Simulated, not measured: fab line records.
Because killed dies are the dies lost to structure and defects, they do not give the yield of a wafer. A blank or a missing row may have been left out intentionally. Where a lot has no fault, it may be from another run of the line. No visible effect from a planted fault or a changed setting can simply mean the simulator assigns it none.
Which tool is to blame? / flow sky130 / 33 wafers from 11 lots sampled at 6 of the route's 708 steps

## WHAT THE GAUGES READ, wafer by wafer
The record lacks any reading of a measuring or inspecting step that a usual standard deviation could be used to judge.

## EACH LOT AND THE TOOL THAT RAN IT (in order: tool; ch and the chambers of the sampled wafers; start)
lot=L658; SKY_METAL4_SPUTTER_02=pvd sputter-01, day 39 15:06; SKY_METAL4_SPUTTER_03=pvd sputter-01, day 39 15:08; SKY_METAL4_METAL_ETCH_18=rie metal-02 ch 0,1, day 41 15:47; SKY_VIA4_HDPCVD_00=hdpcvd-02 ch 0,2, day 41 16:34; SKY_VIA4_ETCH_12=rie diel-04 ch 0,2, day 42 16:06; SKY_PAD_OPEN_PROBE_99=-
lot=L663; SKY_METAL4_SPUTTER_02=pvd sputter-02, day 41 04:59; SKY_METAL4_SPUTTER_03=pvd sputter-02, day 41 05:01; SKY_METAL4_METAL_ETCH_18=rie metal-02 ch 0,1, day 43 03:47; SKY_VIA4_HDPCVD_00=hdpcvd-01 ch 0,1,2, day 43 04:34; SKY_VIA4_ETCH_12=rie diel-03 ch 2,3, day 44 04:03; SKY_PAD_OPEN_PROBE_99=-
lot=L662; SKY_METAL4_SPUTTER_02=pvd sputter-01, day 41 08:31; SKY_METAL4_SPUTTER_03=pvd sputter-01, day 41 08:34; SKY_METAL4_METAL_ETCH_18=rie metal-03 ch 0,1, day 43 08:49; SKY_VIA4_HDPCVD_00=hdpcvd-01 ch 1,2, day 43 09:35; SKY_VIA4_ETCH_12=rie diel-01 ch 0,1,3, day 44 08:02; SKY_PAD_OPEN_PROBE_99=-
lot=L668; SKY_METAL4_SPUTTER_02=pvd sputter-01, day 43 15:27; SKY_METAL4_SPUTTER_03=pvd sputter-01, day 43 15:30; SKY_METAL4_METAL_ETCH_18=rie metal-01 ch 0,1, day 45 11:35; SKY_VIA4_HDPCVD_00=hdpcvd-01 ch 0,1,2, day 45 12:20; SKY_VIA4_ETCH_12=rie diel-04 ch 0,1,2, day 46 09:23; SKY_PAD_OPEN_PROBE_99=prober-02, day 49 02:13
lot=L669; SKY_METAL4_SPUTTER_02=pvd sputter-01, day 43 17:54; SKY_METAL4_SPUTTER_03=pvd sputter-01, day 43 17:57; SKY_METAL4_METAL_ETCH_18=rie metal-01 ch 0,1, day 45 14:22; SKY_VIA4_HDPCVD_00=hdpcvd-01 ch 0,2, day 45 15:07; SKY_VIA4_ETCH_12=rie diel-03 ch 0,1,3, day 46 13:20; SKY_PAD_OPEN_PROBE_99=prober-02, day 49 05:13
lot=L667; SKY_METAL4_SPUTTER_02=pvd sputter-04, day 43 18:52; SKY_METAL4_SPUTTER_03=pvd sputter-04, day 43 18:55; SKY_METAL4_METAL_ETCH_18=rie metal-03 ch 0,1, day 45 15:43; SKY_VIA4_HDPCVD_00=hdpcvd-01 ch 0,2, day 45 16:30; SKY_VIA4_ETCH_12=rie diel-04 ch 0,1,3, day 46 13:44; SKY_PAD_OPEN_PROBE_99=prober-01, day 49 06:37
lot=L671; SKY_METAL4_SPUTTER_02=pvd sputter-01, day 43 19:52; SKY_METAL4_SPUTTER_03=pvd sputter-01, day 43 19:55; SKY_METAL4_METAL_ETCH_18=rie metal-01 ch 0,1, day 45 16:12; SKY_VIA4_HDPCVD_00=hdpcvd-02 ch 0,1, day 45 16:58; SKY_VIA4_ETCH_12=rie diel-01 ch 0,2,3, day 46 14:23; SKY_PAD_OPEN_PROBE_99=prober-02, day 49 06:40
lot=L676; SKY_METAL4_SPUTTER_02=pvd sputter-04, day 44 10:21; SKY_METAL4_SPUTTER_03=pvd sputter-04, day 44 10:23; SKY_METAL4_METAL_ETCH_18=rie metal-03 ch 0,1, day 46 05:25; SKY_VIA4_HDPCVD_00=hdpcvd-02 ch 0,1, day 46 06:16; SKY_VIA4_ETCH_12=rie diel-03 ch 0,1, day 47 03:05; SKY_PAD_OPEN_PROBE_99=-
lot=L677; SKY_METAL4_SPUTTER_02=pvd sputter-04, day 44 22:07; SKY_METAL4_SPUTTER_03=pvd sputter-04, day 44 22:10; SKY_METAL4_METAL_ETCH_18=rie metal-02 ch 0,1, day 46 17:34; SKY_VIA4_HDPCVD_00=hdpcvd-01 ch 0,1,2, day 46 18:23; SKY_VIA4_ETCH_12=rie diel-03 ch 0,1,2, day 47 14:29; SKY_PAD_OPEN_PROBE_99=prober-02, day 50 02:54
lot=L678; SKY_METAL4_SPUTTER_02=pvd sputter-01, day 44 23:22; SKY_METAL4_SPUTTER_03=pvd sputter-01, day 44 23:25; SKY_METAL4_METAL_ETCH_18=rie metal-03 ch 0,1, day 46 18:35; SKY_VIA4_HDPCVD_00=hdpcvd-02 ch 1,2, day 46 19:23; SKY_VIA4_ETCH_12=rie diel-03 ch 0,1,2, day 47 16:35; SKY_PAD_OPEN_PROBE_99=prober-01, day 50 05:19
lot=L680; SKY_METAL4_SPUTTER_02=pvd sputter-02, day 46 12:31; SKY_METAL4_SPUTTER_03=pvd sputter-02, day 46 12:33; SKY_METAL4_METAL_ETCH_18=rie metal-02 ch 1, day 48 04:16; SKY_VIA4_HDPCVD_00=hdpcvd-02 ch 0,1,2, day 48 05:38; SKY_VIA4_ETCH_12=rie diel-01 ch 1,2,3, day 49 00:38; SKY_PAD_OPEN_PROBE_99=-
- SKY_METAL4_SPUTTER_02: material AlCu, target thk 735 nm, time 39.1 s.
- SKY_METAL4_SPUTTER_03: material Ti, target thk 5 nm, time 3.3 s.
- SKY_METAL4_METAL_ETCH_18: etches the open film in Cl2/BCl3, stops on SiO2, target depth 845 nm, time 183.1 s.
- SKY_VIA4_HDPCVD_00: deposits SiO2, target thk 1750 nm, time 291.7 s.
- SKY_VIA4_ETCH_12: etches SiO2 in C4F8/O2/Ar, stops on TiN, target depth 580 nm.
- SKY_PAD_OPEN_PROBE_99

## AS READ BY THE TOOLS THEMSELVES (means over the sampled wafers that have a number; for cases with no such wafer, the mark the record gives instead)
SKY_METAL4_SPUTTER_02. Usual: throttle valve pct at 30.0 %, with a standard deviation of 0.88.
lot=L658; tool=pvd sputter-01; throttle valve pct (%)=30.3; flag=
lot=L663; tool=pvd sputter-02; throttle valve pct (%)=28.8; flag=
lot=L662; tool=pvd sputter-01; throttle valve pct (%)=31.0; flag=
lot=L668; tool=pvd sputter-01; throttle valve pct (%)=29.8; flag=
lot=L669; tool=pvd sputter-01; throttle valve pct (%)=29.7; flag=
lot=L667; tool=pvd sputter-04; throttle valve pct (%)=30.4; flag=
lot=L671; tool=pvd sputter-01; throttle valve pct (%)=29.8; flag=
lot=L676; tool=pvd sputter-04; throttle valve pct (%)=30.3; flag=
lot=L677; tool=pvd sputter-04; throttle valve pct (%)=30.2; flag=
lot=L678; tool=pvd sputter-01; throttle valve pct (%)=29.7; flag=
lot=L680; tool=pvd sputter-02; throttle valve pct (%)=28.7; flag=

SKY_METAL4_SPUTTER_03. Usual: throttle valve pct at 29.9 %, with a standard deviation of 0.87.
lot=L658; tool=pvd sputter-01; throttle valve pct (%)=30.3; flag=
lot=L663; tool=pvd sputter-02; throttle valve pct (%)=28.7; flag=
lot=L662; tool=pvd sputter-01; throttle valve pct (%)=31.0; flag=
lot=L668; tool=pvd sputter-01; throttle valve pct (%)=29.8; flag=
lot=L669; tool=pvd sputter-01; throttle valve pct (%)=29.6; flag=
lot=L667; tool=pvd sputter-04; throttle valve pct (%)=30.3; flag=
lot=L671; tool=pvd sputter-01; throttle valve pct (%)=29.6; flag=
lot=L676; tool=pvd sputter-04; throttle valve pct (%)=30.3; flag=
lot=L677; tool=pvd sputter-04; throttle valve pct (%)=30.2; flag=
lot=L678; tool=pvd sputter-01; throttle valve pct (%)=29.8; flag=
lot=L680; tool=pvd sputter-02; throttle valve pct (%)=28.8; flag=

SKY_METAL4_METAL_ETCH_18. Usual: chamber pressure mTorr 10.000 mTorr, standard deviation 0.0097; drypump motor current A 6.0 A, standard deviation 0.54; oes product au 0.866 a.u., standard deviation 0.0068; rf fwd power W 897.5 W, standard deviation 3; throttle valve pct 22.264 %, standard deviation 0.0089.
lot=L658; tool=rie metal-02; chamber pressure mTorr (mTorr)=9.998; drypump motor current A (A)=5.8; oes product au (a.u.)=0.863; rf fwd power W (W)=899.2; throttle valve pct (%)=22.260; flag=
lot=L663; tool=rie metal-02; chamber pressure mTorr (mTorr)=10.001; drypump motor current A (A)=6.2; oes product au (a.u.)=0.870; rf fwd power W (W)=896.9; throttle valve pct (%)=22.258; flag=
lot=L662; tool=rie metal-03; chamber pressure mTorr (mTorr)=9.993; drypump motor current A (A)=6.0; oes product au (a.u.)=0.867; rf fwd power W (W)=899.0; throttle valve pct (%)=22.265; flag=
lot=L668; tool=rie metal-01; chamber pressure mTorr (mTorr)=9.994; drypump motor current A (A)=6.1; oes product au (a.u.)=0.870; rf fwd power W (W)=895.3; throttle valve pct (%)=22.266; flag=
lot=L669; tool=rie metal-01; chamber pressure mTorr (mTorr)=9.999; drypump motor current A (A)=6.1; oes product au (a.u.)=0.867; rf fwd power W (W)=897.0; throttle valve pct (%)=22.258; flag=
lot=L667; tool=rie metal-03; chamber pressure mTorr (mTorr)=10.004; drypump motor current A (A)=6.0; oes product au (a.u.)=0.858; rf fwd power W (W)=896.4; throttle valve pct (%)=22.267; flag=
lot=L671; tool=rie metal-01; chamber pressure mTorr (mTorr)=10.007; drypump motor current A (A)=5.5; oes product au (a.u.)=0.858; rf fwd power W (W)=898.7; throttle valve pct (%)=22.267; flag=
lot=L676; tool=rie metal-03; chamber pressure mTorr (mTorr)=10.000; drypump motor current A (A)=6.0; oes product au (a.u.)=0.868; rf fwd power W (W)=900.9; throttle valve pct (%)=22.264; flag=
lot=L677; tool=rie metal-02; chamber pressure mTorr (mTorr)=10.008; drypump motor current A (A)=6.2; oes product au (a.u.)=0.858; rf fwd power W (W)=897.8; throttle valve pct (%)=22.261; flag=
lot=L678; tool=rie metal-03; chamber pressure mTorr (mTorr)=10.002; drypump motor current A (A)=6.0; oes product au (a.u.)=0.873; rf fwd power W (W)=897.2; throttle valve pct (%)=22.265; flag=
lot=L680; tool=rie metal-02; chamber pressure mTorr (mTorr)=10.003; drypump motor current A (A)=6.5; oes product au (a.u.)=0.861; rf fwd power W (W)=898.5; throttle valve pct (%)=22.264; flag=

SKY_VIA4_HDPCVD_00. Usual: pressure mtorr 6.000 mTorr, standard deviation 0.012; run length s 319.6 s, standard deviation 0.55.
lot=L658; tool=hdpcvd-02; pressure mtorr (mTorr)=5.983; run length s (s)=319.3; flag=
lot=L663; tool=hdpcvd-01; pressure mtorr (mTorr)=6.007; run length s (s)=319.3; flag=
lot=L662; tool=hdpcvd-01; pressure mtorr (mTorr)=6.010; run length s (s)=320.1; flag=
lot=L668; tool=hdpcvd-01; pressure mtorr (mTorr)=5.996; run length s (s)=319.4; flag=
lot=L669; tool=hdpcvd-01; pressure mtorr (mTorr)=-; run length s (s)=-; flag=OFF
lot=L667; tool=hdpcvd-01; pressure mtorr (mTorr)=-; run length s (s)=-; flag=OFF
lot=L671; tool=hdpcvd-02; pressure mtorr (mTorr)=-; run length s (s)=-; flag=OFF
lot=L676; tool=hdpcvd-02; pressure mtorr (mTorr)=5.999; run length s (s)=319.9; flag=
lot=L677; tool=hdpcvd-01; pressure mtorr (mTorr)=5.994; run length s (s)=319.4; flag=
lot=L678; tool=hdpcvd-02; pressure mtorr (mTorr)=6.004; run length s (s)=319.5; flag=
lot=L680; tool=hdpcvd-02; pressure mtorr (mTorr)=5.996; run length s (s)=319.5; flag=

SKY_VIA4_ETCH_12. Usual: chamber pressure mTorr 40.00 mTorr, standard deviation 0.034; oes product au 0.925 a.u., standard deviation 0.0045; rf fwd power W 1491 W, standard deviation 5.4.
lot=L658; tool=rie diel-04; chamber pressure mTorr (mTorr)=39.98; oes product au (a.u.)=0.928; rf fwd power W (W)=1490; flag=
lot=L663; tool=rie diel-03; chamber pressure mTorr (mTorr)=40.02; oes product au (a.u.)=0.919; rf fwd power W (W)=1489; flag=
lot=L662; tool=rie diel-01; chamber pressure mTorr (mTorr)=40.03; oes product au (a.u.)=0.924; rf fwd power W (W)=1488; flag=
lot=L668; tool=rie diel-04; chamber pressure mTorr (mTorr)=39.99; oes product au (a.u.)=0.925; rf fwd power W (W)=1494; flag=
lot=L669; tool=rie diel-03; chamber pressure mTorr (mTorr)=39.99; oes product au (a.u.)=0.375; rf fwd power W (W)=1489; flag=OFF
lot=L667; tool=rie diel-04; chamber pressure mTorr (mTorr)=39.98; oes product au (a.u.)=0.374; rf fwd power W (W)=1491; flag=OFF
lot=L671; tool=rie diel-01; chamber pressure mTorr (mTorr)=39.99; oes product au (a.u.)=0.378; rf fwd power W (W)=1494; flag=OFF
lot=L676; tool=rie diel-03; chamber pressure mTorr (mTorr)=40.00; oes product au (a.u.)=0.928; rf fwd power W (W)=1492; flag=
lot=L677; tool=rie diel-03; chamber pressure mTorr (mTorr)=40.01; oes product au (a.u.)=0.926; rf fwd power W (W)=1494; flag=
lot=L678; tool=rie diel-03; chamber pressure mTorr (mTorr)=40.02; oes product au (a.u.)=0.921; rf fwd power W (W)=1493; flag=
lot=L680; tool=rie diel-01; chamber pressure mTorr (mTorr)=39.99; oes product au (a.u.)=0.926; rf fwd power W (W)=1497; flag=

SKY_PAD_OPEN_PROBE_99. Usual: defect limited yield 82.5 %, standard deviation 2; killed_at_M0_to_M3 43, standard deviation 7.3; killed_at_M4_up 3.5, standard deviation 2.2; killed at contacts 24, standard deviation 5.3; killed at front end 15, standard deviation 4.2; killed at other 0.3, standard deviation 0.67; killed dies 86, standard deviation 9.8; killed on rim 17, standard deviation 3.8; killed open 47, standard deviation 7.2; killed short 39, standard deviation 6.5; sort_bin_3_pad_short 0.9 %, standard deviation 0.42; sort_bin_5_function 10.4 %, standard deviation 1.5; sort_bin_6_memory 6.3 %, standard deviation 1.2; sort_bin_8_speed 0.00 %, standard deviation 0.038; sort n pass 406, standard deviation 9.9; sort yield pct 82.5 %, standard deviation 2.
lot=L668; tool=prober-02; defect limited yield (%)=83.5; killed_at_M0_to_M3=41; killed_at_M4_up=5.7; killed at contacts=24; killed at front end=9; killed at other=1.7; killed dies=81; killed on rim=18; killed open=46; killed short=34; sort_bin_3_pad_short (%)=0.5; sort_bin_5_function (%)=10.2; sort_bin_6_memory (%)=5.9; sort_bin_8_speed (%)=0.00; sort n pass=411; sort yield pct (%)=83.5; flag=
lot=L669; tool=prober-02; defect limited yield (%)=0.0; killed_at_M0_to_M3=9; killed_at_M4_up=474.0; killed at contacts=6; killed at front end=3; killed at other=0.0; killed dies=492; killed on rim=96; killed open=8; killed short=10; sort_bin_3_pad_short (%)=25.7; sort_bin_5_function (%)=70.9; sort_bin_6_memory (%)=3.4; sort_bin_8_speed (%)=0.00; sort n pass=0; sort yield pct (%)=0.0; flag=OFF
lot=L667; tool=prober-01; defect limited yield (%)=0.0; killed_at_M0_to_M3=6; killed_at_M4_up=476.7; killed at contacts=7; killed at front end=2; killed at other=0.3; killed dies=492; killed on rim=96; killed open=10; killed short=6; sort_bin_3_pad_short (%)=22.4; sort_bin_5_function (%)=74.7; sort_bin_6_memory (%)=2.9; sort_bin_8_speed (%)=0.00; sort n pass=0; sort yield pct (%)=0.0; flag=OFF
lot=L671; tool=prober-02; defect limited yield (%)=0.0; killed_at_M0_to_M3=9; killed_at_M4_up=477.0; killed at contacts=4; killed at front end=3; killed at other=0.0; killed dies=492; killed on rim=96; killed open=7; killed short=8; sort_bin_3_pad_short (%)=24.3; sort_bin_5_function (%)=72.2; sort_bin_6_memory (%)=3.5; sort_bin_8_speed (%)=0.00; sort n pass=0; sort yield pct (%)=0.0; flag=OFF
lot=L677; tool=prober-02; defect limited yield (%)=80.3; killed_at_M0_to_M3=55; killed_at_M4_up=5.7; killed at contacts=22; killed at front end=14; killed at other=0.0; killed dies=97; killed on rim=15; killed open=51; killed short=45; sort_bin_3_pad_short (%)=1.2; sort_bin_5_function (%)=11.5; sort_bin_6_memory (%)=6.9; sort_bin_8_speed (%)=0.00; sort n pass=395; sort yield pct (%)=80.3; flag=
lot=L678; tool=prober-01; defect limited yield (%)=81.7; killed_at_M0_to_M3=45; killed_at_M4_up=2.7; killed at contacts=28; killed at front end=15; killed at other=0.0; killed dies=90; killed on rim=18; killed open=53; killed short=37; sort_bin_3_pad_short (%)=0.4; sort_bin_5_function (%)=11.2; sort_bin_6_memory (%)=6.7; sort_bin_8_speed (%)=0.00; sort n pass=402; sort yield pct (%)=81.7; flag=

## THE ANSWER, worked out from the rows above alone
Rule: take the mean of a lot's wafers that have a number; if it is more than 3 standard deviations from the usual mean, the lot is off. Also off: a lot with no number at a reading for which 4 or more lots have one. The other lots that the step has rows for count as sound. Order of review: gauges by route order, followed by the tools' own readings, for which a lot's mean as printed above is used. At the first step where some lot is off, the reading lying furthest off is the one used; lots without a number count as furthest.
Off: L669, L667, L671 (SKY_VIA4_HDPCVD_00, pressure mtorr). Without a number there: L669, L667, L671.
A tool fits if, at that step or a process step before it, it ran every lot that is off, and no sound lot after the first of them. Of those tried, none fits.

## WHAT HAD BEEN PUT IN BY THE SIMULATOR
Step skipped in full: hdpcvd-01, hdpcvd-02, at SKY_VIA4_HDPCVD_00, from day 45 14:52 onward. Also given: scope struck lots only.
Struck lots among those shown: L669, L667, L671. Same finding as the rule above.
